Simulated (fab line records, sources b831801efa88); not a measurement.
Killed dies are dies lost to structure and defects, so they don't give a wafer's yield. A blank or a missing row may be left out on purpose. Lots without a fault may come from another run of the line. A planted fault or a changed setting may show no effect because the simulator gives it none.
One fault seen from 2 desks | flow sfq_line | each desk has only its own numbers; what lay behind them comes last

THE TOOL OWNER'S DESK: pvd_sputter-06
The tool's own readings at SFQ_TRILAYER_JJ_TRILAYER_DEP_SPUTTER_112 (material Nb, target thk 170 nm, time 113.3 s): means of the sampled wafers that have a number, for each lot that ran on this tool. A lot is out of limits, marked OUT, if its mean lies more than 4 standard deviations from the usual mean; the brackets give that distance.
Columns: A = cathode_dc_power_W at SFQ_TRILAYER_JJ_TRILAYER_DEP_SPUTTER_112, usual 2000.0 W; B = throttle_valve_pct at SFQ_TRILAYER_JJ_TRILAYER_DEP_SPUTTER_112, usual 29.2 %
lot  | first seen here | A      | B
L640 | day 52 05:56    | 2000.4 | 29.5
L641 | day 52 14:20    | 1999.9 | 29.5
L643 | day 53 02:31    | 2000.4 | 29.5
L644 | day 53 21:40    | 2000.3 | 29.3
L647 | day 54 10:52    | 2000.0 | 29.6
This desk's finding: nothing out of limits on any of the 5 lots.

THE METROLOGY DESK
What the gauges read, lot by lot, whatever tool the lot ran on: means of the sampled wafers that have a number. A lot is out of limits, marked OUT, if its mean lies more than 4 standard deviations from the usual mean; the brackets give that distance.
Columns: A = JJ_NB_RS at SFQ_JJ_RS_MEAS_929, usual 1.050 ohm/sq
lot  | first seen here | A
L635 | day 43 21:49    | 1.050
L636 | day 50 09:25    | 1.037
L639 | day 51 15:37    | 1.055
L640 | day 52 06:02    | 1.048
L641 | day 52 14:26    | 1.054
L642 | day 52 23:01    | 1.042
L643 | day 53 02:35    | 1.049
L644 | day 53 21:48    | 1.047
L647 | day 54 10:59    | 1.017
L653 | day 56 00:02    | 1.050
L655 | day 57 06:20    | 1.053
L656 | day 57 13:31    | 1.068
L657 | day 58 04:57    | 1.049
This desk's finding: nothing out of limits on any of the 13 lots.

PUT TOGETHER
The tool owner's desk saw nothing out of limits.
The metrology desk saw nothing out of limits.

WHAT THE SIMULATOR HAD PUT IN
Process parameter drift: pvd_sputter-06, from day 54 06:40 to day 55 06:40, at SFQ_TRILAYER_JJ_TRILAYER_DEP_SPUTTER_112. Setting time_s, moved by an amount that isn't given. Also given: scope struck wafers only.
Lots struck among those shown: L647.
